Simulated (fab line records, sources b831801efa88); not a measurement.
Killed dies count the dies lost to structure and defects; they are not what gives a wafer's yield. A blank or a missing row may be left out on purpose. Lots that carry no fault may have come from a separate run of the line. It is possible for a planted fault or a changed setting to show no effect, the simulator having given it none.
Which tool is to blame? + flow sky130 + 13 lots, 36 wafers sampled, at 6 steps of a route of 708

## WHAT EACH GAUGE READ, for each wafer
No reading from a measuring or inspecting step in the record can be judged against a usual standard deviation.

## WHAT TOOL EACH LOT RAN ON (gives the tool, then ch and the chambers of the sampled wafers, and finally the start)
| lot  | SKY_SD_N_RTA_14                  | SKY_LI_CONTACT_SPUTTER_20    | SKY_LI_CONTACT_CMP_24         | SKY_CONTACT_CMP_04            | SKY_CONTACT_ETCH_17                | SKY_PAD_OPEN_PROBE_99   |
|------|----------------------------------|------------------------------|-------------------------------|-------------------------------|------------------------------------|-------------------------|
| L375 | rtp_anneal-01 ch 0, day 28 10:13 | pvd_sputter-02, day 29 15:47 | cmp-02 ch 1,2, day 29 16:13   | cmp-02 ch 2,3, day 30 22:17   | rie_diel-03 ch 0,1,2, day 32 02:49 | -                       |
| L376 | rtp_anneal-02 ch 0, day 28 11:39 | pvd_sputter-03, day 29 17:44 | cmp-01 ch 0,2, day 29 18:10   | cmp-02 ch 1,2,3, day 31 00:10 | rie_diel-01 ch 0,1,2, day 32 04:38 | -                       |
| L374 | rtp_anneal-01 ch 0, day 28 13:01 | pvd_sputter-02, day 29 19:20 | cmp-01 ch 0,1,3, day 29 19:45 | cmp-01 ch 0,2,3, day 31 02:13 | rie_diel-03 ch 0,3, day 32 06:13   | -                       |
| L377 | rtp_anneal-01 ch 0, day 29 15:56 | pvd_sputter-02, day 30 22:22 | cmp-02 ch 1,2,3, day 30 22:47 | cmp-02 ch 0,1,3, day 32 04:28 | rie_diel-02 ch 1,3, day 33 08:19   | prober-02, day 47 05:07 |
| L378 | rtp_anneal-02 ch 0, day 29 16:10 | pvd_sputter-01, day 30 22:26 | cmp-02 ch 1,2,3, day 30 23:08 | cmp-02 ch 0,2, day 32 05:22   | rie_diel-03 ch 0,1,2, day 33 09:27 | prober-01, day 47 06:14 |
| L381 | rtp_anneal-01 ch 0, day 31 00:56 | pvd_sputter-03, day 32 06:05 | cmp-02 ch 0,1,3, day 32 06:52 | cmp-01 ch 0,1, day 33 12:04   | rie_diel-01 ch 0,1, day 34 15:43   | prober-02, day 48 05:03 |
| L380 | rtp_anneal-02 ch 0, day 31 01:34 | pvd_sputter-03, day 32 06:47 | cmp-02 ch 0,2,3, day 32 07:28 | cmp-01 ch 1,2,3, day 33 12:56 | rie_diel-01 ch 0,3, day 34 16:20   | -                       |
| L383 | rtp_anneal-01 ch 0, day 31 18:21 | pvd_sputter-01, day 32 23:58 | cmp-02 ch 1,2, day 33 00:23   | cmp-02 ch 0,1,2, day 34 05:08 | rie_diel-03 ch 1,2, day 35 07:34   | -                       |
| L382 | rtp_anneal-02 ch 0, day 31 22:05 | pvd_sputter-02, day 33 03:44 | cmp-02 ch 0,1,3, day 33 04:07 | cmp-01 ch 1,2,3, day 34 08:15 | rie_diel-03 ch 0,2,3, day 35 10:25 | prober-01, day 48 16:53 |
| L388 | rtp_anneal-02 ch 0, day 33 00:41 | pvd_sputter-01, day 34 05:22 | cmp-02 ch 1,2, day 34 05:53   | cmp-01 ch 2, day 35 09:22     | rie_diel-02 ch 2, day 36 12:49     | prober-02, day 49 13:47 |
| L387 | rtp_anneal-01 ch 0, day 33 03:59 | pvd_sputter-03, day 34 08:50 | cmp-01 ch 2,3, day 34 09:22   | cmp-01 ch 1,2, day 35 13:28   | rie_diel-01 ch 0,3, day 36 16:14   | prober-02, day 49 14:11 |
| L389 | rtp_anneal-02 ch 0, day 33 10:11 | pvd_sputter-02, day 34 15:09 | cmp-02 ch 0,1, day 34 16:17   | cmp-01 ch 1,2, day 35 19:32   | rie_diel-01 ch 0,1, day 36 22:17   | prober-01, day 49 17:15 |
| L394 | rtp_anneal-01 ch 0, day 34 14:45 | pvd_sputter-01, day 35 18:59 | cmp-02 ch 0,3, day 35 19:27   | cmp-02 ch 2,3, day 36 23:37   | rie_diel-01 ch 2,3, day 38 02:20   | -                       |
- SKY_SD_N_RTA_14: time 2 s.
- SKY_LI_CONTACT_SPUTTER_20: material TiN, target thk 20 nm, time 80 s.
- SKY_LI_CONTACT_CMP_24: polishes, stops on PSG, t overpolish 20 s, target thk 0 nm.
- SKY_CONTACT_CMP_04: polishes SiO2.
- SKY_CONTACT_ETCH_17: etches SiO2 in C4F8/O2/Ar, stops on Si3N4, target depth 340 nm.
- SKY_PAD_OPEN_PROBE_99

## AS READ BY THE TOOLS THEMSELVES (means over the sampled wafers that have a number; for cases with no such wafer, the mark the record gives instead)
SKY_SD_N_RTA_14.
| lot  | tool          | lamp_power_pct (%) | ramp_down_c_per_s | wafer_temp_C_max |
|------|---------------|--------------------|-------------------|------------------|
| L375 | rtp_anneal-01 | 15.68              | 90.000            | 1078.7           |
| L376 | rtp_anneal-02 | 15.75              | 89.997            | 1077.8           |
| L374 | rtp_anneal-01 | 15.74              | 89.987            | 1077.5           |
| L377 | rtp_anneal-01 | 15.76              | 89.994            | 1078.2           |
| L378 | rtp_anneal-02 | 15.72              | 90.015            | 1079.4           |
| L381 | rtp_anneal-01 | 15.76              | 89.991            | 1078.6           |
| L380 | rtp_anneal-02 | 15.70              | 90.005            | 1077.6           |
| L383 | rtp_anneal-01 | 15.77              | 90.016            | 1077.9           |
| L382 | rtp_anneal-02 | 15.71              | 89.994            | 1078.3           |
| L388 | rtp_anneal-02 | 15.77              | 90.011            | 1078.2           |
| L387 | rtp_anneal-01 | 15.75              | 89.999            | 1078.7           |
| L389 | rtp_anneal-02 | 15.75              | 89.993            | 1078.5           |
| L394 | rtp_anneal-01 | 15.66              | 89.995            | 1079.5           |

SKY_LI_CONTACT_SPUTTER_20.
| lot  | tool           | throttle_valve_pct (%) |
|------|----------------|------------------------|
| L375 | pvd_sputter-02 | 30.1                   |
| L376 | pvd_sputter-03 | 29.5                   |
| L374 | pvd_sputter-02 | 31.2                   |
| L377 | pvd_sputter-02 | 31.2                   |
| L378 | pvd_sputter-01 | 29.7                   |
| L381 | pvd_sputter-03 | 30.1                   |
| L380 | pvd_sputter-03 | 30.1                   |
| L383 | pvd_sputter-01 | 29.6                   |
| L382 | pvd_sputter-02 | 31.7                   |
| L388 | pvd_sputter-01 | 30.4                   |
| L387 | pvd_sputter-03 | 29.9                   |
| L389 | pvd_sputter-02 | 30.8                   |
| L394 | pvd_sputter-01 | 29.7                   |

SKY_LI_CONTACT_CMP_24.
| lot  | tool   | motor_current_A (A) | overpolish_run_s (s) | time_to_endpoint_s (s) |
|------|--------|---------------------|----------------------|------------------------|
| L375 | cmp-02 | 9.8                 | 19.993               | 94                     |
| L376 | cmp-01 | 11.0                | 19.998               | 90                     |
| L374 | cmp-01 | 11.1                | 20.000               | 87                     |
| L377 | cmp-02 | 10.3                | 20.009               | 90                     |
| L378 | cmp-02 | 10.3                | 20.000               | 97                     |
| L381 | cmp-02 | 9.7                 | 19.995               | 100                    |
| L380 | cmp-02 | 10.6                | 20.007               | 103                    |
| L383 | cmp-02 | 10.8                | 20.001               | 98                     |
| L382 | cmp-02 | 10.1                | 20.002               | 102                    |
| L388 | cmp-02 | 10.2                | 20.005               | 89                     |
| L387 | cmp-01 | 12.2                | 19.985               | 92                     |
| L389 | cmp-02 | 9.2                 | 19.996               | 99                     |
| L394 | cmp-02 | 10.5                | 19.988               | 104                    |

SKY_CONTACT_CMP_04.
| lot  | tool   | motor_current_A (A) | time_to_endpoint_s (s) |
|------|--------|---------------------|------------------------|
| L375 | cmp-02 | 12.3                | 82                     |
| L376 | cmp-02 | 11.4                | 81                     |
| L374 | cmp-01 | 12.6                | 84                     |
| L377 | cmp-02 | 10.8                | 83                     |
| L378 | cmp-02 | 12.0                | 84                     |
| L381 | cmp-01 | 11.1                | 76                     |
| L380 | cmp-01 | 12.6                | 80                     |
| L383 | cmp-02 | 11.3                | 78                     |
| L382 | cmp-01 | 12.7                | 82                     |
| L388 | cmp-01 | 12.9                | 95                     |
| L387 | cmp-01 | 12.5                | 94                     |
| L389 | cmp-01 | 12.4                | 99                     |
| L394 | cmp-02 | 12.3                | 86                     |

SKY_CONTACT_ETCH_17.
| lot  | tool        | oes_product_au (a.u.) |
|------|-------------|-----------------------|
| L375 | rie_diel-03 | 0.892                 |
| L376 | rie_diel-01 | 0.891                 |
| L374 | rie_diel-03 | 0.892                 |
| L377 | rie_diel-02 | 0.893                 |
| L378 | rie_diel-03 | 0.893                 |
| L381 | rie_diel-01 | 0.889                 |
| L380 | rie_diel-01 | 0.892                 |
| L383 | rie_diel-03 | 0.893                 |
| L382 | rie_diel-03 | 0.895                 |
| L388 | rie_diel-02 | 0.942                 |
| L387 | rie_diel-01 | 0.936                 |
| L389 | rie_diel-01 | 0.940                 |
| L394 | rie_diel-01 | 0.885                 |

SKY_PAD_OPEN_PROBE_99.
| lot  | tool      | killed_at_M0_to_M3 | killed_at_M4_up | killed_at_contacts | killed_at_front_end | killed_at_other | killed_dies | killed_on_rim | killed_open | killed_short |
|------|-----------|--------------------|-----------------|--------------------|---------------------|-----------------|-------------|---------------|-------------|--------------|
| L377 | prober-02 | 46                 | 5.0             | 29                 | 14                  | 0.0             | 94          | 21            | 53          | 41           |
| L378 | prober-01 | 53                 | 2.3             | 27                 | 14                  | 0.7             | 97          | 21            | 56          | 42           |
| L381 | prober-02 | 37                 | 2.7             | 23                 | 10                  | 0.0             | 74          | 19            | 37          | 37           |
| L382 | prober-01 | 43                 | 2.3             | 22                 | 17                  | 0.3             | 84          | 20            | 52          | 32           |
| L388 | prober-02 | 52                 | 4.5             | 100                | 17                  | 1.0             | 175         | 36            | 54          | 42           |
| L387 | prober-02 | 42                 | 3.5             | 208                | 7                   | 0.5             | 261         | 32            | 44          | 38           |
| L389 | prober-01 | 50                 | 1.5             | 85                 | 19                  | 0.0             | 155         | 48            | 49          | 42           |

## THE ANSWER, worked out from the rows above alone
Rule: the usual values come from the lots themselves. Put in order of their means at a reading, lots are off if they are a third of the lots or fewer, leave a main group of 4 or more, and stand apart from it by a gap of 3 or more times the standard deviation of the main group's means; of several such gaps the widest counts. Not used: any main group whose means are identical at the precision the tables above print for the reading. Also off: a lot with no number at a reading for which 4 or more lots have one. All remaining lots with rows at the step are treated as sound. Order of review: gauges by route order, followed by the tools' own readings, for which a lot's mean as printed above is used. The first step at which some lot is off is used, and at that step the reading that is off furthest; a lot without a number counts as furthest.
Off, at SKY_CONTACT_ETCH_17 on oes_product_au: L388, L387, L389. Mean 0.891 a.u. and standard deviation 0.0026 in the main group.
If a tool, at that step or one of the process steps before it, ran each lot that is off and ran no sound lot following the first of them, it fits. One candidate fits, namely cmp-01 at SKY_CONTACT_CMP_04. Its last sound lot is L382 (day 34 08:15), its first lot that is off L388 (day 35 09:22): a fault that began between those two fits.
On the lots that are off, the tool's own readings at SKY_CONTACT_CMP_04 differ by more than 5 times the standard deviation of the sound lots' means, which bears it out; time_to_endpoint_s reads 96 s there versus 82 s on the sound lots.

## WHAT WAS PUT IN BY THE SIMULATOR
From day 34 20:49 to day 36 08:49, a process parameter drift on cmp-01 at SKY_CONTACT_CMP_04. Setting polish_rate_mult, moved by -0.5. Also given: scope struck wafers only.
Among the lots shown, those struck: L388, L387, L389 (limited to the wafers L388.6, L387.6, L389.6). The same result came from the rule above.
